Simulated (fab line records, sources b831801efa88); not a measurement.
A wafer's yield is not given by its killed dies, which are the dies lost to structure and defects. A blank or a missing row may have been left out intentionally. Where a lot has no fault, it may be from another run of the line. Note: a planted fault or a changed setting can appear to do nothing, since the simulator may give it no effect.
The tool behind it: which one? || flow gf180mcu || 36 wafers sampled from 12 lots at 1 step of a route of 602

## WHAT EACH GAUGE READ, for each wafer
GF_M4_OVL_MEAS_15.
{"lot": "L075", "measured": "day 23 11:07", "on": "overlay-02", "M4_OVL (nm)": "-3 -1 0"}
{"lot": "L077", "measured": "day 24 09:34", "on": "overlay-01", "M4_OVL (nm)": "-8 -10 -8"}
{"lot": "L079", "measured": "day 25 01:17", "on": "overlay-01", "M4_OVL (nm)": "-10 -6 1"}
{"lot": "L081", "measured": "day 26 01:32", "on": "overlay-01", "M4_OVL (nm)": "3 5 5"}
{"lot": "L083", "measured": "day 26 08:46", "on": "overlay-01", "M4_OVL (nm)": "-2 -8 -3"}
{"lot": "L085", "measured": "day 27 05:38", "on": "overlay-02", "M4_OVL (nm)": "-1 8 9"}
{"lot": "L087", "measured": "day 27 22:12", "on": "overlay-02", "M4_OVL (nm)": "4 4 -1"}
{"lot": "L089", "measured": "day 28 16:44", "on": "overlay-02", "M4_OVL (nm)": "-1 2 -4"}
{"lot": "L091", "measured": "day 29 01:07", "on": "overlay-01", "M4_OVL (nm)": "-7 -6 -4"}
{"lot": "L093", "measured": "day 29 16:02", "on": "overlay-02", "M4_OVL (nm)": "-7 -9 -5"}
{"lot": "L095", "measured": "day 30 00:53", "on": "overlay-02", "M4_OVL (nm)": "0 3 5"}
{"lot": "L097", "measured": "day 30 16:16", "on": "overlay-02", "M4_OVL (nm)": "0 9 6"}

## EACH LOT AND THE TOOL THAT RAN IT (in order: tool; ch and the chambers of the sampled wafers; start)
There is no process step in the record ahead of these readings.

## THE ANSWER, worked out from the rows above alone
Rule: usual is defined by the lots themselves. Put in order of their means at a reading, lots are off if they are a third of the lots or fewer, leave a main group of 4 or more, and stand apart from it by a gap of 3 or more times the standard deviation of the main group's means; of several such gaps the widest counts. Not used: any main group whose means are identical at the precision the tables above print for the reading. A lot without any number at a reading at which 4 lots or more have one is off too. Where the step has rows for the other lots, those lots are counted as sound.
No lot is off on any of the readings shown, so nothing can be concluded from this.

## WHAT WAS PUT IN BY THE SIMULATOR
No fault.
